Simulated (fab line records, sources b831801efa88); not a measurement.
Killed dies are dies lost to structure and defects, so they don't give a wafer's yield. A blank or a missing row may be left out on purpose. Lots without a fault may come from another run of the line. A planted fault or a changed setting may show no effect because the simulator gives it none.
Which tool did it? | flow gf180mcu | 15 lots, 45 wafers sampled, at 4 steps of a route of 602

WHAT THE GAUGES READ, wafer by wafer
GF_MVSD_OVL_MEAS_07. Usual: MVSD_OVL -1.1 nm, standard deviation 1.4.
lot  | measured     | on         | MVSD_OVL (nm)  | flag
L998 | day 4 12:29  | overlay-01 | -1.0 -1.8 -1.6 |
L999 | day 4 15:44  | overlay-02 | -2.8 -2.8 -1.5 |
L100 | day 4 21:29  | overlay-02 | -2.6 -1.7 -2.1 |
L101 | day 5 03:53  | overlay-01 | -0.3 -1.2 -0.2 |
L103 | day 5 13:33  | overlay-02 | 0.8 0.9 -0.3   |
L104 | day 5 20:44  | overlay-02 | 1.4 0.1 0.0    |
L105 | day 6 02:38  | overlay-02 | -4.5 -0.7 -2.5 |
L109 | day 7 02:04  | overlay-01 | 0.1 -2.5 -2.2  |
L112 | day 7 19:55  | overlay-01 | -3.0 -2.3 -2.3 |
L113 | day 8 00:22  | overlay-02 | -2.1 -2.8 -1.4 |
L114 | day 8 07:08  | overlay-02 | -1.5 -2.4 -1.1 |
L117 | day 9 03:41  | overlay-02 | -0.6 0.3 -1.8  |
L118 | day 9 06:56  | overlay-01 | -0.8 -1.1 -0.6 |
L119 | day 9 13:59  | overlay-02 | -0.8 -0.3 -0.9 |
L121 | day 10 02:29 | overlay-02 | -1.8 -2.6 -1.1 |

GF_HV_LDD_CD_MEAS_07: target cd 400 nm. Usual: cd_nm 399.9 nm, standard deviation 2.9.
lot  | measured     | on        | cd_nm (nm)        | flag
L998 | day 10 01:35 | cd_sem-01 | 398.1 396.7 399.5 |
L999 | day 10 07:38 | cd_sem-01 | 404.4 402.7 407.3 |
L100 | day 10 12:01 | cd_sem-01 | 401.2 401.6 402.0 |
L101 | day 10 19:28 | cd_sem-01 | 400.4 399.0 398.4 |
L103 | day 11 12:35 | cd_sem-01 | 397.3 397.1 396.3 |
L104 | day 11 19:32 | cd_sem-02 | 395.8 395.2 395.7 |
L105 | day 11 22:55 | cd_sem-02 | 401.9 401.2 401.8 |
L109 | day 13 08:39 | cd_sem-02 | 401.4 398.8 396.1 |
L112 | day 14 07:08 | cd_sem-02 | 397.5 398.0 397.9 |
L113 | day 14 12:31 | cd_sem-01 | 399.3 397.7 397.8 |
L114 | day 15 01:44 | cd_sem-01 | 399.6 402.0 399.7 |
L117 | day 15 23:48 | cd_sem-02 | 404.3 403.3 404.0 |
L118 | day 16 05:46 | cd_sem-02 | 401.4 400.7 403.3 |
L119 | day 16 12:13 | cd_sem-01 | 398.8 399.7 398.5 |
L121 | day 17 07:08 | cd_sem-01 | 396.8 396.2 394.7 |

GF_HV_LDD_TW_MEAS_23. Usual: HV_LDD_2_TW 1064, standard deviation 5.5.
lot  | measured     | on            | HV_LDD_2_TW    | flag
L998 | day 10 20:10 | film_metro-01 | 1056 1061 1054 |
L999 | day 11 01:12 | film_metro-01 | 1073 1068 1070 |
L100 | day 11 07:28 | film_metro-01 | 1064 1067 1069 |
L101 | day 11 15:03 | film_metro-03 | 1057 1056 1062 |
L103 | day 12 08:32 | film_metro-03 | 1069 1067 1074 |
L104 | day 12 15:34 | film_metro-01 | 1068 1065 1066 |
L105 | day 12 19:16 | film_metro-03 | 1066 1067 1064 |
L109 | day 14 05:25 | film_metro-03 | 1062 1053 1052 |
L112 | day 15 05:45 | film_metro-01 | 1065 1066 1062 |
L113 | day 15 11:13 | film_metro-01 | 1066 1062 1064 |
L114 | day 16 00:28 | film_metro-03 | 1065 1060 1053 |
L117 | day 16 23:20 | film_metro-01 | 1062 1060 1057 |
L118 | day 17 04:38 | film_metro-03 | 1057 1061 1062 |
L119 | day 17 10:38 | film_metro-04 | 1059 1068 1061 |
L121 | day 18 06:50 | film_metro-01 | 1063 1067 1069 |

WHICH TOOL RAN EACH LOT (tool, then ch and the chambers of the sampled wafers, then the start)
lot  | GF_VT_IMPLANT_SOFTBAKE_25
L998 | litho_track-01 ch 0, day 6 15:25
L999 | litho_track-01 ch 0, day 6 18:52
L100 | litho_track-01 ch 0, day 7 01:07
L101 | litho_track-01 ch 0, day 7 07:37
L103 | litho_track-04 ch 0, day 7 20:01
L104 | litho_track-01 ch 0, day 8 03:52
L105 | litho_track-01 ch 0, day 8 09:19
L109 | litho_track-01 ch 0, day 9 12:05
L112 | litho_track-04 ch 0, day 10 08:43
L113 | litho_track-04 ch 0, day 10 13:08
L114 | litho_track-03 ch 0, day 10 21:55
L117 | litho_track-01 ch 0, day 11 18:40
L118 | litho_track-04 ch 0, day 11 22:22
L119 | litho_track-04 ch 0, day 12 07:47
L121 | litho_track-03 ch 0, day 12 22:11
- GF_VT_IMPLANT_SOFTBAKE_25: time 60 s.

WHAT THE TOOLS THEMSELVES READ (means of the sampled wafers that have a number; where no wafer has one, the mark that the record gives instead)
GF_VT_IMPLANT_SOFTBAKE_25. Usual: exhaust_pa 45.3 Pa, standard deviation 0.81; heater_power_total_W 56.59 W, standard deviation 0.046; run_length_s 89.01 s, standard deviation 0.24.
lot  | tool           | exhaust_pa (Pa) | heater_power_total_W (W) | run_length_s (s) | flag
L998 | litho_track-01 | 45.4            | 56.59                    | 88.75            |
L999 | litho_track-01 | 45.6            | 56.59                    | 88.83            |
L100 | litho_track-01 | 45.4            | 56.57                    | 88.85            |
L101 | litho_track-01 | 45.6            | 56.62                    | 88.83            |
L103 | litho_track-04 | 46.0            | 56.57                    | 89.36            |
L104 | litho_track-01 | 46.1            | 57.85                    | 84.92            | OFF
L105 | litho_track-01 | 44.6            | 57.83                    | 84.82            | OFF
L109 | litho_track-01 | 45.3            | 57.79                    | 84.92            | OFF
L112 | litho_track-04 | 45.6            | 56.62                    | 89.36            |
L113 | litho_track-04 | 45.9            | 56.56                    | 89.37            |
L114 | litho_track-03 | 45.5            | 56.59                    | 88.90            |
L117 | litho_track-01 | 45.9            | 56.58                    | 88.90            |
L118 | litho_track-04 | 45.1            | 56.64                    | 89.40            |
L119 | litho_track-04 | 46.9            | 56.62                    | 89.29            |
L121 | litho_track-03 | 46.1            | 56.57                    | 88.89            |

THE ANSWER, worked out from the rows above alone
Rule: a lot is off if the mean of its wafers that have a number lies more than 3 standard deviations from the usual mean. A lot without any number at a reading at which 4 lots or more have one is off too. The other lots that the step has rows for count as sound. The gauges are gone through in route order, then the tools' own readings, and for those a lot's mean is taken as printed above. The first step at which some lot is off is used, and at that step the reading that is off furthest; a lot without a number counts as furthest.
Off: L104, L105, L109, at GF_VT_IMPLANT_SOFTBAKE_25 (heater_power_total_W).
A tool fits if, at that step or a process step before it, it ran every lot that is off, and no sound lot after the first of them. None of those tried fits.

WHAT THE SIMULATOR HAD PUT IN
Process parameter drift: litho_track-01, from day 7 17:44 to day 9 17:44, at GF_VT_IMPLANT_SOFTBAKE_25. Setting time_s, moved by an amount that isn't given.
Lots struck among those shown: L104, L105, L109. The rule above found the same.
